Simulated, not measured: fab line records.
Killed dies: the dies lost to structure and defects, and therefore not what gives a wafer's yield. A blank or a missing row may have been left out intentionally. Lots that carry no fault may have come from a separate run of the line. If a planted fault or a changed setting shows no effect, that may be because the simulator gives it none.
Problem report, 8D (eight disciplines) form, completed by code | flow sky130 | the parts of the form that need people (team, actions taken, sign-off) are left out

1. WHAT IS WRONG
Mean of spin_speed_rpm at SKY_FIELD_ISO_COAT_07: 3155.9 rpm across 6 wafers in 2 lots; on wafers with no fault it is 3000.1 rpm (standard deviation 2). That puts it +78 standard deviations away from the usual mean.
The step: resist thk 60 nm.
The first sign was on wafer L847.2 at day 5 13:25, on litho_track-02. The record holds 36 wafers of 12 lots with a number at this step. The rule behind "out" and "out of limits": a value lying over 4 standard deviations away from the usual mean. All remaining wafers that have a number are taken as sound.

2. WHAT IT IS, WHAT IT ISN'T
question                    | is                     | is not
which readings at this step | spin_speed_rpm         | -
which lots                  | L847, L849             | L830, L831, L837, L840, L842, L843, L844, L848, L851, L853
which wafers of those lots  | all that have a number | -
read on which tools         | litho_track-02         | litho_track-01, litho_track-04
when                        | from day 5 13:25       | up to then (21 sound wafers); but 9 sound wafers of L848, L851, L853 came after

3. THE SUSPECTS, EACH WITH WHAT RULES IT OUT
Counting: a tool stays on the suspect list if, at a process step up to the reading, it processed all lots that are out and no sound lot following the first of them.
- litho_track-02 at SKY_FIELD_ISO_COAT_07 (resist thk 60 nm): kept. It processed each lot that is out, first L847 at day 5 13:25, and no sound lot thereafter; up to then, the last sound lot it processed was L844 at day 4 19:47. Out on those wafers are its own readings of spin_speed_rpm.
Left after counting: litho_track-02 at SKY_FIELD_ISO_COAT_07.

4. THE CAUSE (what the simulator had put in)
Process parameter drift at SKY_FIELD_ISO_COAT_07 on litho_track-02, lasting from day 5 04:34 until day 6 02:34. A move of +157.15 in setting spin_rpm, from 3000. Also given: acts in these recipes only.
Only this tool survived the counting.

5. THE CHAIN OF EFFECTS, in route order
Each row: a reading where the mean over the struck wafers with a number is more than 3 standard deviations away from the usual. Only readings whose record carries a usual standard deviation are examined. hours: median over the lots of the time between each lot's start at the first step of this table that gives one and its start at this step. sigmas: the change, counted in usual standard deviations.
hours | step                  | reading        | usual      | on struck wafers | change | sigmas
0     | SKY_FIELD_ISO_COAT_07 | spin_speed_rpm | 3000.1 rpm | 3155.9           | +155.8 | +78
The process steps in it:
- SKY_FIELD_ISO_COAT_07: resist thk 60 nm.
At these later measuring or inspecting steps, every struck wafer for which the step has a row has a number for every such reading, and none has moved that far: SKY_CONTACT_RS_MEAS_25.

6. HOW IT WOULD HAVE BEEN CAUGHT EARLIER
The fault began at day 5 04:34; the first out-of-limits reading in this record came at day 5 13:25, 9 hours later.
